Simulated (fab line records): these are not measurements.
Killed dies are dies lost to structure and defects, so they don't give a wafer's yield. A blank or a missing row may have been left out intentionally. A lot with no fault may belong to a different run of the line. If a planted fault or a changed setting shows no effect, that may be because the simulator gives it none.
fab line records	flow sfq-line
[record] lots = 14	wafers = 42	last-day = 80
route steps=325 shown R5@214 I5@235 C5@247 I6@268
lots untouched by any fault: they come from a run of this same line in which no faults occurred
start-h: the number of hours between the record's first day and the start of the first shown wafer of the lot	wait-h: how many hours have passed since the lot's step before this one	" the same as in the row above	L1.1+2: a row that stands for several wafers	- no value, or no start was given	* or withheld: withheld	< > ~ a bound
route shown NAME@n: names a module that has steps shown in the file, with the first one's number in the route	usual: mean/standard deviation of fault-free wafers	same: alike in all rows	chamber/n: place in a boat	sites: readings site by site	_std_site: standard deviation across them	_edge_site: mean of outer sites minus mean of inner sites	radius-mm: how far each site lies from the wafer's centre	mask NAME#n: copy n	behind: the tool/chamber that last shaped the wafer	hold: what put the lot on hold/how long, in hours/how the hold closed	device: names the non-switching transistor (n, p or np)	end of line: tests run on the same wafers once the route is complete	for a step that has no rows: nothing shown but its recipe	killed: dies that structure and defects cost at the first sort, which is not the same as the wafer's yield	map: shows each die of a wafer: x if killed, . if not, _ if none is there
set.NAME: the setting that was run; set.NAME@STEP: the one run at that earlier step	model.NAME: the simulator's own value behind a step, which no gauge read
steps of the route over a sample of lots; a table a step, a row a wafer
services: when a tool's chamber went out of use (start-h, in hours from the record's first day, below 0 if earlier), for how many hours, and the reason
[[steps]]
[step SFQ_TRILAYER_R5_DEP_SPUTTER_134]
[recipe] material = Ti	base-pressure-pa = 1.33e-06	target-thk-nm = 5	power-w = 2000	time-s = 5	chamber-pressure-pa = 0.4
[usual] base-pressure-pa = 1.32e-06/8.3e-08	throttle-valve-pct = 30.1/1.1
lot.wafer	tool	chamber	start-h	wait-h	base-pressure-pa	throttle-valve-pct
L896.1	pvd-sputter-03	-	1104.97	0.0	1.26e-06	31.1
L896.3	"	-	"	"	1.38e-06	28.6
L896.4	"	-	"	"	1.27e-06	30.5
L897.1	pvd-sputter-03	-	1107.97	0.0	1.24e-06	30.4
L897.5	"	-	"	"	1.35e-06	30.9
L897.6	"	-	"	"	1.41e-06	30.5
L898.2	pvd-sputter-03	-	1113.86	0.0	1.34e-06	31.1
L898.3	"	-	"	"	1.3e-06	30.5
L898.4	"	-	"	"	1.17e-06	30.1
L899.1	pvd-sputter-03	-	1119.97	0.0	1.23e-06	29.1
L899.2	"	-	"	"	1.26e-06	30.6
L899.5	"	-	"	"	1.24e-06	28.7
L901.3	pvd-sputter-05	-	1139.61	0.0	1.36e-06	30.4
L901.4	"	-	"	"	1.39e-06	32.1
L901.6	"	-	"	"	1.37e-06	30.5
L902.1	pvd-sputter-05	-	1158.47	0.0	1.27e-06	31.3
L902.2	"	-	"	"	1.36e-06	30.2
L902.4	"	-	"	"	1.37e-06	30.6
L903.1	pvd-sputter-03	-	1159.81	0.0	1.25e-06	31.0
L903.3	"	-	"	"	1.34e-06	30.5
L903.5	"	-	"	"	1.27e-06	31.4
L904.3	pvd-sputter-05	-	1173.71	0.0	1.39e-06	30.5
L904.4	"	-	"	"	1.3e-06	31.5
L904.5	"	-	"	"	1.24e-06	31.8
L905.4	pvd-sputter-03	-	1332.63	0.0	1.32e-06	31.1
L905.5	"	-	"	"	1.28e-06	30.8
L905.6	"	-	"	"	1.24e-06	31.0
L907.1	pvd-sputter-06	-	1353.06	0.0	1.3e-06	31.0
L907.2	"	-	"	"	1.31e-06	28.5
L907.4	"	-	"	"	1.23e-06	29.1
L908.1	pvd-sputter-03	-	1358.37	0.0	1.5e-06	30.1
L908.3	"	-	"	"	1.39e-06	30.4
L908.4	"	-	"	"	1.29e-06	28.8
L909.1	pvd-sputter-06	-	1361.37	0.0	1.3e-06	29.3
L909.4	"	-	"	"	1.24e-06	28.2
L909.5	"	-	"	"	1.33e-06	28.4
L914.1	pvd-sputter-03	-	1415.79	0.0	1.24e-06	29.9
L914.4	"	-	"	"	1.28e-06	28.9
L914.6	"	-	"	"	1.35e-06	31.0
L917.1	pvd-sputter-05	-	1450.00	0.0	1.33e-06	30.3
L917.2	"	-	"	"	1.22e-06	30.6
L917.6	"	-	"	"	1.29e-06	31.8
[step SFQ_I5_OVL_MEAS_936]
[usual] I5_OVL = 0/5.8
lot.wafer	tool	chamber	start-h	wait-h	I5_OVL[nm]
L896.1	overlay-01	-	1398.69	0.1	-5
L896.3	"	-	"	"	-5
L896.4	"	-	"	"	-2
L897.1	overlay-01	-	1402.29	0.1	3
L897.5	"	-	"	"	8
L897.6	"	-	"	"	-1
L898.2	overlay-02	-	1407.09	0.1	-4
L898.3	"	-	"	"	5
L898.4	"	-	"	"	4
L899.1	overlay-02	-	1411.89	0.1	7
L899.2	"	-	"	"	0
L899.5	"	-	"	"	5
L901.3	overlay-01	-	1430.17	0.1	10
L901.4	"	-	"	"	-6
L901.6	"	-	"	"	2
L902.1	overlay-02	-	1433.76	0.1	-7
L902.2	"	-	"	"	-2
L902.4	"	-	"	"	-7
L903.1	overlay-02	-	1434.96	0.1	2
L903.3	"	-	"	"	-1
L903.5	"	-	"	"	-2
L904.3	overlay-01	-	1436.17	0.1	2
L904.4	"	-	"	"	3
L904.5	"	-	"	"	-3
L905.4	overlay-02	-	1474.83	0.1	-9
L905.5	"	-	"	"	-10
L905.6	"	-	"	"	-8
L907.1	overlay-01	-	1478.53	0.1	-5
L907.2	"	-	"	"	0
L907.4	"	-	"	"	-2
L908.1	overlay-02	-	1516.93	0.1	3
L908.3	"	-	"	"	9
L908.4	"	-	"	"	-1
L909.1	overlay-02	-	1519.33	0.1	4
L909.4	"	-	"	"	9
L909.5	"	-	"	"	-1
L914.1	overlay-02	-	1532.53	0.1	0
L914.4	"	-	"	"	7
L914.6	"	-	"	"	0
L917.1	overlay-01	-	1561.18	0.1	4
L917.2	"	-	"	"	10
L917.6	"	-	"	"	12
[step SFQ_TRILAYER_C5_BARC_OPEN_VIA_ETCH_210]
[recipe] mask-material = PR	chemistry = O2	target-depth-nm = 125	target = BARC	source-w = 500	bias-w = 80	pressure-mtorr = 30	time-s = 41.7
[usual] drypump-motor-current-A = 5.8/0.35	oes-product-au = 0.685/0.0049	rf-fwd-power-W = 494.9/2
lot.wafer	tool	chamber	start-h	wait-h	drypump-motor-current-A	oes-product-au	rf-fwd-power-W	rf-hours-counter-h
L896.1	rie-diel-01	0	1514.81	0.0	5.6	0.679	489.8	7
L896.3	"	1	"	"	5.8	0.685	496.1	11
L896.4	"	3	"	"	6.2	0.690	496.2	5
L897.1	rie-diel-01	2	1517.21	0.0	5.8	0.688	493.9	7
L897.5	"	0	"	"	5.6	0.681	490.0	-
L897.6	"	3	"	"	6.2	0.677	496.3	-
L898.2	rie-diel-04	1	1522.01	0.0	6.6	0.677	493.6	12
L898.3	"	3	"	"	5.3	0.686	492.9	11
L898.4	"	2	"	"	6.0	0.685	496.3	5
L899.1	rie-diel-04	1	1525.61	0.0	6.6	0.682	493.1	12
L899.2	"	3	"	"	5.2	0.682	494.0	11
L899.5	"	2	"	"	6.0	0.687	495.9	-
L901.3	rie-diel-01	2	1541.21	0.0	5.8	0.688	491.4	7
L901.4	"	0	"	"	5.6	0.687	489.5	8
L901.6	"	1	"	"	5.8	0.692	495.5	-
L902.1	rie-diel-02	0	1544.81	0.0	6.0	0.687	495.5	3
L902.2	"	2	"	"	5.8	0.679	494.4	13
L902.4	"	2	"	"	5.8	0.683	493.2	-
L903.1	rie-diel-04	2	1546.01	0.0	6.0	0.686	498.6	6
L903.3	"	1	"	"	6.6	0.688	494.2	12
L903.5	"	2	"	"	6.0	0.686	497.7	-
L904.3	rie-diel-01	3	1547.21	0.0	6.2	0.683	493.8	6
L904.4	"	2	"	"	5.8	0.687	493.3	7
L904.5	"	3	"	"	6.2	0.696	493.8	-
L905.4	rie-diel-02	3	1582.01	0.0	5.8	0.686	494.5	7
L905.5	"	0	"	"	6.0	0.691	498.2	-
L905.6	"	1	"	"	5.4	0.677	497.4	-
L907.1	rie-diel-01	3	1585.61	0.0	6.2	0.694	496.2	6
L907.2	"	2	"	"	5.8	0.687	493.1	8
L907.4	"	1	"	"	5.8	0.678	495.0	12
L908.1	rie-diel-04	3	1608.22	0.0	5.3	0.689	495.8	12
L908.3	"	2	"	"	6.0	0.681	499.1	7
L908.4	"	1	"	"	6.6	0.680	494.3	14
L909.1	rie-diel-04	2	1629.84	0.0	6.0	0.685	499.7	7
L909.4	"	1	"	"	6.6	0.683	491.8	14
L909.5	"	1	"	"	6.5	0.682	494.1	-
L914.1	rie-diel-02	2	1644.02	0.0	5.8	0.689	295.6	15
L914.4	"	1	"	"	5.4	0.684	297.4	-
L914.6	"	3	"	"	5.8	0.685	294.6	-
L917.1	rie-diel-02	0	1663.36	0.0	6.0	0.684	296.9	4
L917.2	"	1	"	"	5.4	0.686	296.9	3
L917.6	"	1	"	"	5.4	0.681	296.8	-
[step SFQ_I6_BOW_MEAS_941]
[recipe] mode = bow
[usual] I6_BOW = 10/12
lot.wafer	tool	chamber	start-h	wait-h	I6_BOW[um]
L896.1	film-metro-01	-	1553.76	2.5	-4
L896.3	"	-	"	"	7
L896.4	"	-	"	"	2
L897.1	film-metro-01	-	1556.76	1.0	21
L897.5	"	-	"	"	21
L897.6	"	-	"	"	18
L898.2	film-metro-01	-	1559.78	2.0	17
L898.3	"	-	"	"	19
L898.4	"	-	"	"	27
L899.1	film-metro-02	-	1562.76	1.5	4
L899.2	"	-	"	"	4
L899.5	"	-	"	"	1
L901.3	film-metro-02	-	1574.80	1.5	16
L901.4	"	-	"	"	15
L901.6	"	-	"	"	11
L902.1	film-metro-01	-	1575.11	2.5	15
L902.2	"	-	"	"	10
L902.4	"	-	"	"	11
L903.1	film-metro-02	-	1577.76	1.0	35
L903.3	"	-	"	"	32
L903.5	"	-	"	"	36
L904.3	film-metro-01	-	1578.15	2.0	27
L904.4	"	-	"	"	25
L904.5	"	-	"	"	20
L905.4	film-metro-02	-	1618.50	2.1	3
L905.5	"	-	"	"	-1
L905.6	"	-	"	"	3
L907.1	film-metro-02	-	1627.44	1.0	16
L907.2	"	-	"	"	8
L907.4	"	-	"	"	2
L908.1	film-metro-01	-	1634.85	1.5	0
L908.3	"	-	"	"	0
L908.4	"	-	"	"	0
L909.1	film-metro-01	-	1640.85	1.5	18
L909.4	"	-	"	"	7
L909.5	"	-	"	"	6
L914.1	film-metro-02	-	1657.32	2.0	-6
L914.4	"	-	"	"	-2
L914.6	"	-	"	"	7
L917.1	film-metro-02	-	1677.10	1.5	14
L917.2	"	-	"	"	10
L917.6	"	-	"	"	4
[[services]]
tool	chamber	start-h	hours	kind
rie-diel-01	1	1117.66	4.9	repair
rie-diel-04	1	1160.02	1.8	repair
rie-diel-04	1	1176.18	19.4	repair
rie-diel-01	-	1184.87	0.2	repair
rie-diel-02	0	1197.39	4.0	repair
rie-diel-04	3	1197.98	3.8	repair
pvd-sputter-05	-	1200.38	4.6	repair
rie-diel-01	2	1208.25	19.9	repair
rie-diel-02	-	1214.23	14.6	pm
rie-diel-01	0	1277.69	10.9	repair
rie-diel-02	3	1322.12	1.6	repair
pvd-sputter-03	-	1326.75	3.4	repair
rie-diel-02	-	1341.22	2.8	pm
rie-diel-04	2	1343.59	1.2	repair
rie-diel-02	2	1366.19	13.2	repair
rie-diel-04	0	1374.89	4.8	repair
rie-diel-02	2	1380.09	12.1	repair
rie-diel-01	0	1393.72	11.0	repair
pvd-sputter-03	-	1397.40	4.8	repair
rie-diel-04	0	1525.11	2.0	repair
pvd-sputter-03	-	1591.33	0.7	repair
rie-diel-01	-	1610.53	0.6	repair
rie-diel-01	0	1620.70	3.9	repair
rie-diel-04	3	1642.58	6.8	repair
[[key]]
[first-sign] step = SFQ_TRILAYER_C5_BARC_OPEN_VIA_ETCH_210	reading = rf-fwd-power-W	direction = down	sigmas = 97	usual = 494.9	struck = 296.4
effect none on later readings
met-at SFQ_TRILAYER_C5_BARC_OPEN_VIA_ETCH_210
struck-lots L914,L917
not-acting-at SFQ_TRILAYER_R5_DEP_SPUTTER_134,SFQ_I5_OVL_MEAS_936,SFQ_I6_BOW_MEAS_941
onset-between 1582.01 1644.02
[fault] kind = process-parameter-drift	tool = rie-diel-02	chamber = -	onset-h = 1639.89	steps = SFQ_TRILAYER_C5_BARC_OPEN_VIA_ETCH_210	channel = source-w	offset = -200	shape = step	end-h = 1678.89	acts-in = these-recipes-only	stated = 500
